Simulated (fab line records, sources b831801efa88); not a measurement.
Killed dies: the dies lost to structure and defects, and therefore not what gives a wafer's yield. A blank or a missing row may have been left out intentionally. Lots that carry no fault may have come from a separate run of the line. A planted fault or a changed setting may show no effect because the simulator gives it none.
Comparing a struck lot with a sound one -- flow sfq_line -- 42 steps out of a route of 325
Sound: the wafers L594.2, L594.3, L594.4. Wafers L613.1, L613.3, L613.6 were the ones struck. At the end, the cause is stated.
At each step with rows: each side's tool, then ch and its chambers, then its first start. Under that, the readings that differ: sound wafers -- struck wafers -- difference of the means -- sigmas: that difference in standard deviations of wafers without a fault.
alike: readings with means less than 2 such deviations apart, plus words and numbers identical on both sides. not compared: withheld readings, readings lacking a value on some wafer, bounds such as >300 that could conceal the same value, and numbers that have no deviation in the record and whose values overlap.
A row with sigmas, a row that says differs or no value, or rows on one side alone: a step with any of these is where the two part. Non-overlapping numbers with no deviation appear without sigmas and do not part them. Lack of a reading on every wafer of one side parts them only where that side has two or more wafers.

first, 6 steps without rows for these wafers: SFQ_TRILAYER_I0_VIA_LITHO_COAT_036 (resist thk 62 nm); SFQ_TRILAYER_I0_VIA_LITHO_COAT_031 (resist thk 650 nm); SFQ_TRILAYER_I0_VIA_LITHO_SOFTBAKE_035; SFQ_TRILAYER_I0_VIA_LITHO_EXPOSE_032 (exposes mask I0, target cd 500 nm); SFQ_TRILAYER_I0_VIA_LITHO_PEB_034 (peb time 60 s); SFQ_TRILAYER_I0_VIA_LITHO_DEVELOP_033 (time 60 s).
SFQ_I0_OVL_MEAS_908:
  struck on overlay-02, day 16 09:13; sound on overlay-01, day 10 11:01
  alike: I0_OVL
then, 2 steps without rows for these wafers: SFQ_TRILAYER_I0_VIA_BARC_OPEN_VIA_ETCH_046 (etches BARC in O2, target depth 125 nm, time 41.7 s); SFQ_TRILAYER_I0_VIA_ETCH_VIA_ETCH_034 (etches SiO2 in CHF3, stops on Nb, target depth 260 nm).
SFQ_TRILAYER_I0_VIA_STRIP_STRIP_035: strips in O2.
  sound on rie_metal-04 ch 0,1, day 10 11:12; struck on rie_metal-01 ch 1, day 16 09:24
  alike: drypump_motor_current_A, oes_product_au, platen_temp_c
  not compared: rf_hours_counter_h
then, 2 steps without rows for these wafers: SFQ_TRILAYER_I0_VIA_STRIP_SOLV_CLEAN_036 (cleans in NMP, time 600 s); SFQ_TRILAYER_M1_DEP_PRE_CLEAN_038 (time 22.5 s).
SFQ_TRILAYER_M1_DEP_SPUTTER_037: material Nb, target thk 200 nm, time 133.3 s.
  struck on pvd_sputter-06, day 16 10:49; sound on pvd_sputter-03, day 10 12:00
reading,sound,struck,difference,sigmas
cathode_dc_power_W (W),2000.2 2000.0 1999.2,2054.8 2054.1 2053.8,+54.4,+99 or more
model.Nb_of_TRILAYER_M1_DEP_SPUTTER_037.thk_nm (nm),200.6 200.4 198,206 206.2 205.4,+6,
  alike: resputter_cathode_voltage_v, substrate_temp_c, throttle_valve_pct
SFQ_M1_RS_MEAS_909: uses a four-point probe to measure.
  struck on film_metro-04, day 16 10:54; sound on film_metro-01, day 10 12:07
reading,sound,struck,difference,sigmas
M1_NB_RS (ohm/sq),0.888 0.889 0.899,0.862 0.863 0.865,-0.029,-2
then, 6 steps without rows for these wafers: SFQ_TRILAYER_M1_LITHO_COAT_044 (resist thk 62 nm); SFQ_TRILAYER_M1_LITHO_COAT_039 (resist thk 600 nm); SFQ_TRILAYER_M1_LITHO_SOFTBAKE_043; SFQ_TRILAYER_M1_LITHO_EXPOSE_040 (exposes mask M1, target cd 500 nm); SFQ_TRILAYER_M1_LITHO_PEB_042 (peb time 60 s); SFQ_TRILAYER_M1_LITHO_DEVELOP_041 (time 60 s).
-- the record jumps here: 3 days lie between the struck wafers' starts before and after --
SFQ_M1_OVL_MEAS_911:
  struck on overlay-02, day 19 01:21; sound on overlay-01, day 12 19:16
  alike: M1_OVL
then, 1 step without rows for these wafers: SFQ_TRILAYER_M1_BARC_OPEN_METAL_ETCH_054 (etches BARC in O2, target depth 125 nm, time 41.7 s).
SFQ_TRILAYER_M1_ETCH_METAL_ETCH_042: etches Nb in Cl2/Ar, stops on SiO2, target depth 240 nm, time 120 s.
  sound on rie_metal-03 ch 0,1, day 12 19:22; struck on rie_metal-03 ch 0,1, day 19 01:27
reading,sound,struck,difference,sigmas
oes_product_au (a.u.),0.894 0.890 0.886,0.908 0.916 0.905,+0.020,+2
model.M1.feature_depth_nm (nm),200.6 200.4 198,206 206.2 205.4,+6,
model.etch.depth_nm (nm),200.6 200.4 198,206 206.2 205.4,+6,
  alike: drypump_motor_current_A
  not compared: rf_hours_counter_h
SFQ_TRILAYER_M1_STRIP_STRIP_043: strips in O2.
  sound on rie_metal-03 ch 0,1, day 12 19:29; struck on rie_metal-03 ch 0,1, day 19 01:34
  alike: drypump_motor_current_A, oes_product_au, platen_temp_c
  not compared: rf_hours_counter_h
then, 1 step without rows for these wafers: SFQ_TRILAYER_M1_STRIP_SOLV_CLEAN_044 (cleans in NMP, time 600 s).
SFQ_TRILAYER_I1_DEP_PECVD_045: deposits SiO2 from SiH4/N2O, time 111.11 s, target thk 500 nm.
  sound on pecvd-02 ch 0,1,2, day 12 20:16; struck on pecvd-02 ch 1,2, day 19 02:21
  alike: heater_power_w, showerhead_vpp_V, throttle_valve_pct
SFQ_TRILAYER_I1_CMP_CMP_046: polishes SiO2.
  sound on cmp-02 ch 0,1,2, day 12 20:59; struck on cmp-01 ch 1,2, day 19 12:13
reading,sound,struck,difference,sigmas
edge_zone_pressure_frac,1.002 0.991 0.989,1.004 1.004 1.003,+0.010,+2
  alike: motor_current_A, slurry_filter_dp_kPa, time_to_endpoint_s
SFQ_I1_BOW_MEAS_912:
  struck on film_metro-02, day 19 15:13; sound on film_metro-04, day 13 00:00
  alike: I1_BOW
SFQ_TRILAYER_I1_METRO_MEASURE_047:
  struck on film_metro-02, day 19 15:20; sound on film_metro-04, day 13 00:18
reading,sound,struck,difference,sigmas
thk_nm (nm),200.5 202.8 200.2,197.1 199.2 199.2,-2.7,-2
then, 6 steps without rows for these wafers: SFQ_TRILAYER_I1_VIA_LITHO_COAT_054 (resist thk 62 nm); SFQ_TRILAYER_I1_VIA_LITHO_COAT_049 (resist thk 650 nm); SFQ_TRILAYER_I1_VIA_LITHO_SOFTBAKE_053; SFQ_TRILAYER_I1_VIA_LITHO_EXPOSE_050 (exposes mask I1, target cd 500 nm); SFQ_TRILAYER_I1_VIA_LITHO_PEB_052 (peb time 60 s); SFQ_TRILAYER_I1_VIA_LITHO_DEVELOP_051 (time 60 s).
-- the record jumps here: 3 days lie between the struck wafers' starts before and after --
SFQ_I1_OVL_MEAS_913:
  struck on overlay-02, day 22 06:13; sound on overlay-02, day 15 12:49
  alike: I1_OVL
then, 5 steps without rows for these wafers: SFQ_TRILAYER_I1_VIA_BARC_OPEN_VIA_ETCH_071 (etches BARC in O2, target depth 125 nm, time 41.7 s); SFQ_TRILAYER_I1_VIA_ETCH_VIA_ETCH_052 (etches SiO2 in CHF3, stops on Nb, target depth 260 nm); SFQ_TRILAYER_I1_VIA_STRIP_STRIP_053 (strips in O2); SFQ_TRILAYER_I1_VIA_STRIP_SOLV_CLEAN_054 (cleans in NMP, time 600 s); SFQ_TRILAYER_M2_DEP_PRE_CLEAN_056 (time 22.5 s).
-- the record jumps here: 58 days lie between the struck wafers' starts before and after --
SFQ_M8_BOW_MEAS_951:
  struck on film_metro-02, day 80 14:13; sound on film_metro-01, day 77 02:29
reading,sound,struck,difference,sigmas
model.etest.m1.ohm_um,1.778 1.771 1.803,1.722 1.708 1.729,-0.064,
model.etest.m1.ohm_sq,0.8865 0.8873 0.8978,0.8633 0.8622 0.8655,-0.0269,
  alike: M8_BOW

WHERE THEY PART
Earliest at SFQ_TRILAYER_M1_DEP_SPUTTER_037; latest, in this record, at SFQ_TRILAYER_I1_METRO_MEASURE_047. Later steps at which nothing parts them and some readings are alike: SFQ_I1_OVL_MEAS_913, SFQ_M8_BOW_MEAS_951.

WHY: whatever the simulator had introduced
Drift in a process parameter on pvd_sputter-06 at SFQ_TRILAYER_M1_DEP_SPUTTER_037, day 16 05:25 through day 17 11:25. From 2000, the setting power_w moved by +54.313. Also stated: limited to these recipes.
